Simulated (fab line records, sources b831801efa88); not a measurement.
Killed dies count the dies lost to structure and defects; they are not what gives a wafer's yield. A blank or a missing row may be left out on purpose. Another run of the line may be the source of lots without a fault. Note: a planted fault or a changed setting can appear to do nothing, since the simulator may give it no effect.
Lot-split experiment    flow gf180mcu    route with 602 steps; 5 lots, 23 wafers read

THE SPLIT
At GF_HV_LDD_CVD_56 (deposits Si3N4 from DCS/NH3, target thk 90 nm, time 1543 s), the setting temp-c was moved away from the recipe's 770 C on 15 of the 23 wafers read, by -0.6% to +0.9%. All remaining wafers had this setting at the recipe value.

FROM THE SPLIT ON TO THE READING: in between, the file shows 1 step
- GF_HV_LDD_THK_MEAS_57

THE READING
oes-product-au, in a.u., at GF_HV_LDD_ETCHBACK_58 (etches Si3N4 in CH3F/O2, stops on SiO2, time 100 s, target depth 90 nm). Typical for fault-free wafers on this fab line: 0.844 a.u., with standard deviation 0.0067 a.u.

wafer   tool, chamber at the split  temp-c as run, C  against the recipe  oes-product-au, a.u.  against lot-mates on the recipe
L075.1  -, -                        776.6             +0.9%               0.902                 no lot-mate on the recipe
L075.2  -, -                        776.6             +0.9%               0.919                 no lot-mate on the recipe
L075.3  -, -                        776.6             +0.9%               0.915                 no lot-mate on the recipe
L075.4  -, -                        776.6             +0.9%               0.917                 no lot-mate on the recipe
L075.5  -, -                        776.6             +0.9%               0.909                 no lot-mate on the recipe
L076.2  -, -                        765.2             -0.6%               0.801                 no lot-mate on the recipe
L076.3  -, -                        765.2             -0.6%               0.805                 no lot-mate on the recipe
L076.4  -, -                        765.2             -0.6%               0.801                 no lot-mate on the recipe
L076.5  -, -                        765.2             -0.6%               0.800                 no lot-mate on the recipe
L076.6  -, -                        765.2             -0.6%               0.809                 no lot-mate on the recipe
L082.1  -, -                        773.2             +0.4%               0.879                 no lot-mate on the recipe
L082.2  -, -                        773.2             +0.4%               0.887                 no lot-mate on the recipe
L082.4  -, -                        773.2             +0.4%               0.880                 no lot-mate on the recipe
L082.5  -, -                        773.2             +0.4%               0.884                 no lot-mate on the recipe
L082.6  -, -                        773.2             +0.4%               0.884                 no lot-mate on the recipe
L083.1  -, -                        770               recipe              0.848                 -
L083.2  -, -                        770               recipe              0.832                 -
L083.3  -, -                        770               recipe              0.838                 -
L083.4  -, -                        770               recipe              0.840                 -
L083.6  -, -                        770               recipe              0.838                 -
L084.2  lpcvd-01, 0                 770               recipe              0.842                 -
L084.3  lpcvd-01, 0                 770               recipe              0.851                 -
L084.5  lpcvd-01, 0                 770               recipe              0.848                 -

THE FIT
A straight line over all 23 wafers: oes-product-au changes by +0.0758 a.u. for each +1% of temp-c; r = +0.99; the points scatter about the line by 0.0066 a.u.
Too few moved wafers with a lot-mate on the recipe to fit a line net of each lot's own level.

THE WHOLE CHAIN: every reading that the file lists as answering this split, in the file's order
step                   what it does                                                            reading                                                                         change (the file's fit)                   r (the file's)
GF_HV_LDD_CVD_56       deposits Si3N4 from DCS/NH3, target thk 90 nm, time 1543 s              Si3N4_of_HV_LDD_CVD_56.thk-nm (the simulator's own value, which no gauge read)  +14.3 nm for each +1% of the setting      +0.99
GF_HV_LDD_THK_MEAS_57                                                                          HV_LDD_CVD_56_THK                                                               +14.3 for each +1% of the setting         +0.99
GF_HV_LDD_ETCHBACK_58  etches Si3N4 in CH3F/O2, stops on SiO2, time 100 s, target depth 90 nm  oes-product-au                                                                  +0.0757 a.u. for each +1% of the setting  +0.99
GF_HV_LDD_ETCHBACK_58  etches Si3N4 in CH3F/O2, stops on SiO2, time 100 s, target depth 90 nm  etch.depth-nm (the simulator's own value, which no gauge read)                  +14.5 nm for each +1% of the setting      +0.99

FILE'S OWN FIT
oes-product-au changes by +0.0757 a.u. for each +1% of temp-c, r = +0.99.
